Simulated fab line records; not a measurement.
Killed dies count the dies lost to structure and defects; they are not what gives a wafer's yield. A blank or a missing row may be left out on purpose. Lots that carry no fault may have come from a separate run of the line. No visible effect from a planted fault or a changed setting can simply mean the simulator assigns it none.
Matching of chambers / flow sky130 / 4 sister chambers for SKY_CONTACT_CMP_27 on cmp-01
The step polishes, stops on SiO2, t overpolish 15 s, target thk 0 nm. 8 wafers are shown with their chamber, then 7 later ones without.

WAFERS PAIRED WITH THEIR CHAMBERS
wafer=L492.4; chamber=0; motor_current_A (A)=10.4; time_to_endpoint_s (s)=78
wafer=L493.1; chamber=2; motor_current_A (A)=13.0; time_to_endpoint_s (s)=88
wafer=L493.6; chamber=2; motor_current_A (A)=13.3; time_to_endpoint_s (s)=85
wafer=L499.1; chamber=3; motor_current_A (A)=8.7; time_to_endpoint_s (s)=78
wafer=L499.2; chamber=1; motor_current_A (A)=12.6; time_to_endpoint_s (s)=81
wafer=L499.5; chamber=3; motor_current_A (A)=8.6; time_to_endpoint_s (s)=82
wafer=L502.1; chamber=1; motor_current_A (A)=12.6; time_to_endpoint_s (s)=80
wafer=L502.2; chamber=0; motor_current_A (A)=10.8; time_to_endpoint_s (s)=81

WAFERS WITHOUT THEIR CHAMBER
wafer=L502.3; motor_current_A (A)=12.8; time_to_endpoint_s (s)=84
wafer=L504.1; motor_current_A (A)=8.6; time_to_endpoint_s (s)=80
wafer=L504.2; motor_current_A (A)=12.9; time_to_endpoint_s (s)=80
wafer=L504.4; motor_current_A (A)=12.4; time_to_endpoint_s (s)=80
wafer=L505.3; motor_current_A (A)=12.4; time_to_endpoint_s (s)=85
wafer=L505.6; motor_current_A (A)=11.1; time_to_endpoint_s (s)=78
wafer=L507.2; motor_current_A (A)=13.6; time_to_endpoint_s (s)=84

CHAMBER TAKEN BY EACH
wafer=L502.3; from the rows above=can't be placed: 1 or 2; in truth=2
wafer=L504.1; from the rows above=3; in truth=3
wafer=L504.2; from the rows above=can't be placed: 1 or 2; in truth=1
wafer=L504.4; from the rows above=1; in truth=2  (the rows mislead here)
wafer=L505.3; from the rows above=can't be placed: 1 or 2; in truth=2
wafer=L505.6; from the rows above=0; in truth=0
wafer=L507.2; from the rows above=2; in truth=2
Correct placement for 3 of the 7. These rows do not allow placing 3 (true chamber among the candidates in 3). Placed wrongly: 1.
How it was worked out, from the rows above alone: a wafer's distance from a chamber is the root of the sum, over the readings, of the square of ((its reading less the chamber's mean) divided by the reading's scatter). If the next closest chamber is less than 2 further off than the closest, the wafer can't be placed; otherwise it belongs to the closest. Each chamber's mean is taken over the wafers shown for it. The scatter: the root of (the sum of the squares of (reading less its chamber's mean) over the shown wafers, divided by (wafers less chambers)).
